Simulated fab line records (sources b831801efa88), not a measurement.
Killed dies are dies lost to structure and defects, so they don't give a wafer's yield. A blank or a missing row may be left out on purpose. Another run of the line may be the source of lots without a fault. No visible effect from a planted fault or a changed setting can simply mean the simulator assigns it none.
A lot that was struck, set against a sound lot + flow sky130 + 15 steps out of a route of 708
Sound: these wafers, L638.2, L638.3, L638.6. Wafers struck: L644.3, L644.4, L644.6. At the end, the cause is stated.
Order at every step that has rows: each side's tool, ch and its chambers, its first start. Under that, the readings that differ: sound wafers + struck wafers + difference of the means + sigmas: that difference in standard deviations of wafers without a fault.
alike: readings with means less than 2 such deviations apart, plus words and numbers identical on both sides. not compared: withheld readings, readings lacking a value on some wafer, bounds such as >300 that could conceal the same value, and numbers that have no deviation in the record and whose values overlap.
A row with sigmas, a row that says differs or no value, or rows on one side alone: a step with any of these is where the two part. Numbers that don't overlap but have no deviation are shown without sigmas and don't part them. A reading that every wafer of one side lacks parts them only if that side has two wafers or more.

SKY_SONOS_ONO_OVL_MEAS_14:
  struck on overlay-01, day 15 06:11; sound on overlay-02, day 13 16:22
  alike: SONOS_ONO_OVL
SKY_SONOS_ONO_ETCH_15: etches the open film in CHF3/O2, target depth 19.52 nm, time 7.8 s.
  sound on rieDiel-02 ch 2,3, day 13 16:24; struck on rieDiel-02 ch 0,1,2, day 15 06:12
  alike: drypumpMotorCurrentA, oesProductAu, throttleValvePct
  not compared: rfHoursCounterH
then, 1 step without rows for these wafers: SKY_SONOS_ONO_WET_ETCH_16 (etches SiO2 in dHF, target depth 14 nm, time 271.9 s).
SKY_SONOS_ONO_STRIP_17: strips in O2/N2.
  sound on plasmaAsher-02 ch 0,1, day 13 16:31; struck on plasmaAsher-04 ch 0,1, day 15 06:26
  alike: drypumpMotorCurrentA, oesProductAu, stripTimeToEndpointS
  not compared: rfHoursCounterH
then, 3 steps without rows for these wafers: SKY_SONOS_ONO_WET_ETCH_18 (etches Si3N4 in H3PO4, target depth 15 nm, time 172 s); SKY_GATE_OXIDE_CLEAN_00 (cleans in SC1/SC2, time 150 s); SKY_GATE_OXIDE_OXIDATION_01 (stabilise 600 s, purge 300 s, target thk 10.268 nm).
SKY_GATE_OXIDE_THK_MEAS_02:
  struck on filmMetro-01, day 15 08:42; sound on filmMetro-04, day 13 18:37
| reading                          | sound             | struck            | difference | sigmas |
|----------------------------------|-------------------|-------------------|------------|--------|
| GATE_OXIDE_OXIDATION_00_THK (nm) | 10.13 10.19 10.18 | 10.52 10.51 10.67 | +0.40      | +3     |
then, 4 steps without rows for these wafers: SKY_GATE_OXIDE_DEHYDRATE_03 (time 60 s); SKY_GATE_OXIDE_HMDS_04 (prime time 60 s); SKY_GATE_OXIDE_COAT_05 (resist thk 1140 nm); SKY_GATE_OXIDE_SOFTBAKE_06 (time 60 s).
SKY_GATE_OXIDE_EXPOSE_07: exposes mask LVOM, target cd 600 nm.
  sound on ilineStepper-02 ch 0, day 14 08:03; struck on ilineStepper-01 ch 0, day 15 22:41
| reading | sound                | struck                        | difference | sigmas |
|---------|----------------------|-------------------------------|------------|--------|
| mask    | LVOM#0 LVOM#0 LVOM#0 | LVOM_R1#0 LVOM_R1#0 LVOM_R1#0 | differs    |        |
  alike: exposureDoseMJCm2
after that, 1 step had no rows for these wafers: SKY_GATE_OXIDE_PEB_08.
-- the record jumps here: 32 days lie between the struck wafers' starts before and after (it left off in module GATE_OXIDE and takes up again in module PAD_OPEN, whose first step shown is number 708 of the route) --
SKY_PAD_OPEN_PROBE_99:
  struck on prober-02, day 48 09:49; sound on prober-01, day 47 04:26
| reading       | sound | struck | difference | sigmas |
|---------------|-------|--------|------------|--------|
| killedAtOther | 3 1 1 | 0 0 0  | -2         | -3     |
  alike: killed_at_M0_to_M3, killed_at_M4_up, killedAtContacts, killedAtFrontEnd, killedDies, killedOnRim, killedOpen, killedShort

WHERE THEY PART
First at SKY_GATE_OXIDE_THK_MEAS_02; last, within this record, at SKY_PAD_OPEN_PROBE_99.

WHY: whatever the simulator had introduced
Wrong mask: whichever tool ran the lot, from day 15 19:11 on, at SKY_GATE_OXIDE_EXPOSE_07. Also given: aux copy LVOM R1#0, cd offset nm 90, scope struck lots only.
